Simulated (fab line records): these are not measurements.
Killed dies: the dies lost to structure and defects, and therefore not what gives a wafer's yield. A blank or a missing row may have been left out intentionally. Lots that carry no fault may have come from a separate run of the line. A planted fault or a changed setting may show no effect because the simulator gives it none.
Which tool is to blame? || flow gf180mcu || Sampling: 12 lots, 36 wafers, 7 of 602 route steps

WHAT THE GAUGES READ, wafer by wafer
GF_VT_IMPLANT_OVL_MEAS_40. Usual: VT_IMPLANT_03_OVL typically reads -0.2 nm, with standard deviation 1.2.
{"lot": "L226", "measured": "day 7 10:35", "on": "overlay-01", "VT_IMPLANT_03_OVL (nm)": "0.8 -2.3 0.0", "flag": ""}
{"lot": "L228", "measured": "day 8 01:08", "on": "overlay-02", "VT_IMPLANT_03_OVL (nm)": "-2.0 -2.6 -1.7", "flag": ""}
{"lot": "L229", "measured": "day 8 02:20", "on": "overlay-01", "VT_IMPLANT_03_OVL (nm)": "0.3 1.7 1.3", "flag": ""}
{"lot": "L231", "measured": "day 8 18:29", "on": "overlay-01", "VT_IMPLANT_03_OVL (nm)": "0.5 -0.9 -0.3", "flag": ""}
{"lot": "L234", "measured": "day 9 15:47", "on": "overlay-02", "VT_IMPLANT_03_OVL (nm)": "-1.4 -0.8 -1.2", "flag": ""}
{"lot": "L236", "measured": "day 10 01:12", "on": "overlay-01", "VT_IMPLANT_03_OVL (nm)": "1.1 -2.0 -1.1", "flag": ""}
{"lot": "L235", "measured": "day 10 01:45", "on": "overlay-02", "VT_IMPLANT_03_OVL (nm)": "0.6 0.8 -1.5", "flag": ""}
{"lot": "L237", "measured": "day 10 08:12", "on": "overlay-01", "VT_IMPLANT_03_OVL (nm)": "-1.3 1.8 -0.4", "flag": ""}
{"lot": "L245", "measured": "day 12 19:38", "on": "overlay-01", "VT_IMPLANT_03_OVL (nm)": "0.3 -0.5 2.3", "flag": ""}
{"lot": "L248", "measured": "day 13 21:48", "on": "overlay-01", "VT_IMPLANT_03_OVL (nm)": "-0.3 -0.4 0.5", "flag": ""}
{"lot": "L247", "measured": "day 13 23:24", "on": "overlay-01", "VT_IMPLANT_03_OVL (nm)": "1.2 1.3 1.4", "flag": ""}
{"lot": "L249", "measured": "day 14 07:12", "on": "overlay-01", "VT_IMPLANT_03_OVL (nm)": "-3.1 -1.1 -1.9", "flag": ""}

GF_POLY_GATE_OVL_MEAS_11. Usual: POLY_GATE_OVL typically reads 3 nm, with standard deviation 5.
{"lot": "L226", "measured": "day 9 03:33", "on": "overlay-02", "POLY_GATE_OVL (nm)": "12 10 13", "flag": ""}
{"lot": "L228", "measured": "day 9 21:30", "on": "overlay-02", "POLY_GATE_OVL (nm)": "-3 -4 -5", "flag": ""}
{"lot": "L229", "measured": "day 9 21:25", "on": "overlay-01", "POLY_GATE_OVL (nm)": "5 -1 3", "flag": ""}
{"lot": "L231", "measured": "day 10 12:45", "on": "overlay-01", "POLY_GATE_OVL (nm)": "-3 -2 -6", "flag": ""}
{"lot": "L234", "measured": "day 11 09:35", "on": "overlay-02", "POLY_GATE_OVL (nm)": "2 0 6", "flag": ""}
{"lot": "L236", "measured": "day 11 22:25", "on": "overlay-02", "POLY_GATE_OVL (nm)": "11 4 11", "flag": ""}
{"lot": "L235", "measured": "day 11 22:04", "on": "overlay-01", "POLY_GATE_OVL (nm)": "-5 6 -1", "flag": ""}
{"lot": "L237", "measured": "day 12 03:56", "on": "overlay-01", "POLY_GATE_OVL (nm)": "1 4 4", "flag": ""}
{"lot": "L245", "measured": "day 14 18:39", "on": "overlay-01", "POLY_GATE_OVL (nm)": "12 8 8", "flag": ""}
{"lot": "L248", "measured": "day 15 22:27", "on": "overlay-02", "POLY_GATE_OVL (nm)": "10 8 10", "flag": ""}
{"lot": "L247", "measured": "day 16 02:23", "on": "overlay-02", "POLY_GATE_OVL (nm)": "2 -1 4", "flag": ""}
{"lot": "L249", "measured": "day 16 07:55", "on": "overlay-01", "POLY_GATE_OVL (nm)": "9 3 3", "flag": ""}

GF_HV_LDD_CD_MEAS_07 targets a cd of 400 nm. Usual: cd_nm at 400.2 nm, with a standard deviation of 2.2.
{"lot": "L226", "measured": "day 9 22:38", "on": "cd_sem-01", "cd_nm (nm)": "397.9 399.0 400.0", "flag": ""}
{"lot": "L228", "measured": "day 10 18:06", "on": "cd_sem-02", "cd_nm (nm)": "399.5 402.2 400.5", "flag": ""}
{"lot": "L229", "measured": "day 10 17:29", "on": "cd_sem-02", "cd_nm (nm)": "403.7 400.8 402.4", "flag": ""}
{"lot": "L231", "measured": "day 11 08:42", "on": "cd_sem-01", "cd_nm (nm)": "398.8 395.9 398.6", "flag": ""}
{"lot": "L234", "measured": "day 12 05:26", "on": "cd_sem-01", "cd_nm (nm)": "402.1 402.1 399.5", "flag": ""}
{"lot": "L236", "measured": "day 12 19:50", "on": "cd_sem-02", "cd_nm (nm)": "397.7 399.7 398.2", "flag": ""}
{"lot": "L235", "measured": "day 12 19:28", "on": "cd_sem-01", "cd_nm (nm)": "401.5 401.4 401.5", "flag": ""}
{"lot": "L237", "measured": "day 13 00:25", "on": "cd_sem-01", "cd_nm (nm)": "- - -", "flag": "OFF"}
{"lot": "L245", "measured": "day 15 18:20", "on": "cd_sem-02", "cd_nm (nm)": "401.3 401.4 401.4", "flag": ""}
{"lot": "L248", "measured": "day 16 23:21", "on": "cd_sem-02", "cd_nm (nm)": "398.2 400.2 399.8", "flag": ""}
{"lot": "L247", "measured": "day 17 02:52", "on": "cd_sem-02", "cd_nm (nm)": "396.5 397.9 398.2", "flag": ""}
{"lot": "L249", "measured": "day 17 07:57", "on": "cd_sem-02", "cd_nm (nm)": "399.9 400.9 402.8", "flag": ""}

GF_HV_LDD_TW_MEAS_11. Usual: HV_LDD_TW typically reads 2418, with standard deviation 25.
{"lot": "L226", "measured": "day 9 23:02", "on": "film_metro-04", "HV_LDD_TW": "2403 2385 2399", "flag": ""}
{"lot": "L228", "measured": "day 10 18:29", "on": "film_metro-03", "HV_LDD_TW": "2435 2440 2451", "flag": ""}
{"lot": "L229", "measured": "day 10 17:53", "on": "film_metro-04", "HV_LDD_TW": "2378 2385 2379", "flag": ""}
{"lot": "L231", "measured": "day 11 09:05", "on": "film_metro-03", "HV_LDD_TW": "2420 2432 2440", "flag": ""}
{"lot": "L234", "measured": "day 12 05:49", "on": "film_metro-03", "HV_LDD_TW": "2444 2442 2455", "flag": ""}
{"lot": "L236", "measured": "day 12 20:17", "on": "film_metro-03", "HV_LDD_TW": "2453 2455 2455", "flag": ""}
{"lot": "L235", "measured": "day 12 19:53", "on": "film_metro-03", "HV_LDD_TW": "2446 2453 2469", "flag": ""}
{"lot": "L237", "measured": "day 13 00:50", "on": "film_metro-01", "HV_LDD_TW": "30 30 30", "flag": "OFF"}
{"lot": "L245", "measured": "day 15 18:44", "on": "film_metro-04", "HV_LDD_TW": "2403 2392 2385", "flag": ""}
{"lot": "L248", "measured": "day 16 23:46", "on": "film_metro-01", "HV_LDD_TW": "2407 2383 2403", "flag": ""}
{"lot": "L247", "measured": "day 17 03:17", "on": "film_metro-01", "HV_LDD_TW": "2396 2391 2386", "flag": ""}
{"lot": "L249", "measured": "day 17 08:21", "on": "film_metro-03", "HV_LDD_TW": "2432 2445 2430", "flag": ""}

GF_HV_LDD_OVL_MEAS_20. Usual: HV_LDD_01_OVL typically reads 1.3 nm, with standard deviation 1.3.
{"lot": "L226", "measured": "day 10 15:48", "on": "overlay-02", "HV_LDD_01_OVL (nm)": "1.9 0.1 0.0", "flag": ""}
{"lot": "L228", "measured": "day 11 12:47", "on": "overlay-01", "HV_LDD_01_OVL (nm)": "0.9 0.3 1.0", "flag": ""}
{"lot": "L229", "measured": "day 11 11:33", "on": "overlay-01", "HV_LDD_01_OVL (nm)": "1.3 0.1 -0.6", "flag": ""}
{"lot": "L231", "measured": "day 12 03:45", "on": "overlay-02", "HV_LDD_01_OVL (nm)": "2.0 2.0 2.7", "flag": ""}
{"lot": "L234", "measured": "day 13 01:13", "on": "overlay-02", "HV_LDD_01_OVL (nm)": "0.6 -1.1 1.0", "flag": ""}
{"lot": "L236", "measured": "day 13 15:50", "on": "overlay-02", "HV_LDD_01_OVL (nm)": "0.3 1.3 2.4", "flag": ""}
{"lot": "L235", "measured": "day 13 15:29", "on": "overlay-02", "HV_LDD_01_OVL (nm)": "0.9 1.0 0.2", "flag": ""}
{"lot": "L237", "measured": "day 13 20:58", "on": "overlay-01", "HV_LDD_01_OVL (nm)": "2.9 0.4 0.8", "flag": ""}
{"lot": "L245", "measured": "day 16 16:48", "on": "overlay-01", "HV_LDD_01_OVL (nm)": "0.7 0.8 1.4", "flag": ""}
{"lot": "L248", "measured": "day 17 22:58", "on": "overlay-02", "HV_LDD_01_OVL (nm)": "-0.3 0.7 -0.1", "flag": ""}
{"lot": "L247", "measured": "day 18 02:05", "on": "overlay-02", "HV_LDD_01_OVL (nm)": "-0.7 -0.9 -0.8", "flag": ""}
{"lot": "L249", "measured": "day 18 07:51", "on": "overlay-01", "HV_LDD_01_OVL (nm)": "2.7 1.4 3.6", "flag": ""}

GF_HV_LDD_TW_MEAS_23. Usual: HV_LDD_2_TW typically reads 1057, with standard deviation 9.9.
{"lot": "L226", "measured": "day 10 16:05", "on": "film_metro-04", "HV_LDD_2_TW": "1050 1048 1046", "flag": ""}
{"lot": "L228", "measured": "day 11 13:04", "on": "film_metro-04", "HV_LDD_2_TW": "1044 1049 1051", "flag": ""}
{"lot": "L229", "measured": "day 11 11:50", "on": "film_metro-03", "HV_LDD_2_TW": "1066 1063 1065", "flag": ""}
{"lot": "L231", "measured": "day 12 04:02", "on": "film_metro-04", "HV_LDD_2_TW": "1055 1057 1053", "flag": ""}
{"lot": "L234", "measured": "day 13 01:30", "on": "film_metro-03", "HV_LDD_2_TW": "1074 1067 1073", "flag": ""}
{"lot": "L236", "measured": "day 13 16:08", "on": "film_metro-04", "HV_LDD_2_TW": "1057 1053 1055", "flag": ""}
{"lot": "L235", "measured": "day 13 15:47", "on": "film_metro-03", "HV_LDD_2_TW": "1065 1071 1062", "flag": ""}
{"lot": "L237", "measured": "day 13 21:16", "on": "film_metro-03", "HV_LDD_2_TW": "2473 2471 2472", "flag": "OFF"}
{"lot": "L245", "measured": "day 16 17:05", "on": "film_metro-01", "HV_LDD_2_TW": "1052 1052 1048", "flag": ""}
{"lot": "L248", "measured": "day 17 23:15", "on": "film_metro-01", "HV_LDD_2_TW": "1048 1040 1047", "flag": ""}
{"lot": "L247", "measured": "day 18 02:23", "on": "film_metro-03", "HV_LDD_2_TW": "1064 1076 1073", "flag": ""}
{"lot": "L249", "measured": "day 18 08:08", "on": "film_metro-01", "HV_LDD_2_TW": "1052 1049 1053", "flag": ""}

EACH LOT AND THE TOOL THAT RAN IT (in order: tool; ch and the chambers of the sampled wafers; start)
{"lot": "L226", "GF_HV_LDD_EXPOSE_04": "iline_stepper-01 ch 0, day 9 13:59"}
{"lot": "L228", "GF_HV_LDD_EXPOSE_04": "iline_stepper-02 ch 0, day 10 09:23"}
{"lot": "L229", "GF_HV_LDD_EXPOSE_04": "iline_stepper-01 ch 0, day 10 09:08"}
{"lot": "L231", "GF_HV_LDD_EXPOSE_04": "iline_stepper-01 ch 0, day 11 00:23"}
{"lot": "L234", "GF_HV_LDD_EXPOSE_04": "iline_stepper-02 ch 0, day 11 21:02"}
{"lot": "L236", "GF_HV_LDD_EXPOSE_04": "iline_stepper-01 ch 0, day 12 10:26"}
{"lot": "L235", "GF_HV_LDD_EXPOSE_04": "iline_stepper-02 ch 0, day 12 10:04"}
{"lot": "L237", "GF_HV_LDD_EXPOSE_04": "iline_stepper-02 ch 0, day 12 15:18"}
{"lot": "L245", "GF_HV_LDD_EXPOSE_04": "iline_stepper-02 ch 0, day 15 08:17"}
{"lot": "L248", "GF_HV_LDD_EXPOSE_04": "iline_stepper-02 ch 0, day 16 12:39"}
{"lot": "L247", "GF_HV_LDD_EXPOSE_04": "iline_stepper-02 ch 0, day 16 15:35"}
{"lot": "L249", "GF_HV_LDD_EXPOSE_04": "iline_stepper-02 ch 0, day 16 20:14"}
- GF_HV_LDD_EXPOSE_04: exposes mask Nplus LV AREA, target cd 400 nm.

AS READ BY THE TOOLS THEMSELVES (means over the sampled wafers that have a number; for cases with no such wafer, the mark the record gives instead)
GF_HV_LDD_EXPOSE_04. Usual: exposure_dose_mJ_cm2 139.93, standard deviation 0.12; focus_offset_nm -0.1 nm, standard deviation 0.49.
{"lot": "L226", "tool": "iline_stepper-01", "exposure_dose_mJ_cm2": 140.03, "focus_offset_nm (nm)": -0.0, "flag": ""}
{"lot": "L228", "tool": "iline_stepper-02", "exposure_dose_mJ_cm2": 139.88, "focus_offset_nm (nm)": -0.2, "flag": ""}
{"lot": "L229", "tool": "iline_stepper-01", "exposure_dose_mJ_cm2": 140.08, "focus_offset_nm (nm)": 0.2, "flag": ""}
{"lot": "L231", "tool": "iline_stepper-01", "exposure_dose_mJ_cm2": 139.97, "focus_offset_nm (nm)": -0.3, "flag": ""}
{"lot": "L234", "tool": "iline_stepper-02", "exposure_dose_mJ_cm2": 139.84, "focus_offset_nm (nm)": 0.4, "flag": ""}
{"lot": "L236", "tool": "iline_stepper-01", "exposure_dose_mJ_cm2": 139.90, "focus_offset_nm (nm)": -0.4, "flag": ""}
{"lot": "L235", "tool": "iline_stepper-02", "exposure_dose_mJ_cm2": 139.84, "focus_offset_nm (nm)": -0.5, "flag": ""}
{"lot": "L237", "tool": "iline_stepper-02", "exposure_dose_mJ_cm2": 140.00, "focus_offset_nm (nm)": -0.3, "flag": ""}
{"lot": "L245", "tool": "iline_stepper-02", "exposure_dose_mJ_cm2": 140.06, "focus_offset_nm (nm)": -0.5, "flag": ""}
{"lot": "L248", "tool": "iline_stepper-02", "exposure_dose_mJ_cm2": 139.89, "focus_offset_nm (nm)": -0.0, "flag": ""}
{"lot": "L247", "tool": "iline_stepper-02", "exposure_dose_mJ_cm2": 139.96, "focus_offset_nm (nm)": -0.2, "flag": ""}
{"lot": "L249", "tool": "iline_stepper-02", "exposure_dose_mJ_cm2": 139.92, "focus_offset_nm (nm)": -0.7, "flag": ""}

THE ANSWER, worked out from the rows above alone
Rule: a lot is off if the mean of its wafers that have a number lies more than 3 standard deviations from the usual mean. A lot without any number at a reading at which 4 lots or more have one is off too. All remaining lots with rows at the step are treated as sound. Order of review: gauges by route order, followed by the tools' own readings, for which a lot's mean as printed above is used. The first step at which some lot is off is used, and at that step the reading that is off furthest; a lot without a number counts as furthest.
Off: L237, at GF_HV_LDD_CD_MEAS_07 (cd_nm). Without a number there: L237.
A tool fits if, at a process step before that reading, it ran every lot that is off, and no sound lot after the first of them. The gauges at GF_HV_LDD_CD_MEAS_07 aren't tried: what is off there is off at GF_HV_LDD_TW_MEAS_11 too, on other tools, and a gauge's error can't cause that. No candidate that was tried fits.

WHAT HAD BEEN PUT IN BY THE SIMULATOR
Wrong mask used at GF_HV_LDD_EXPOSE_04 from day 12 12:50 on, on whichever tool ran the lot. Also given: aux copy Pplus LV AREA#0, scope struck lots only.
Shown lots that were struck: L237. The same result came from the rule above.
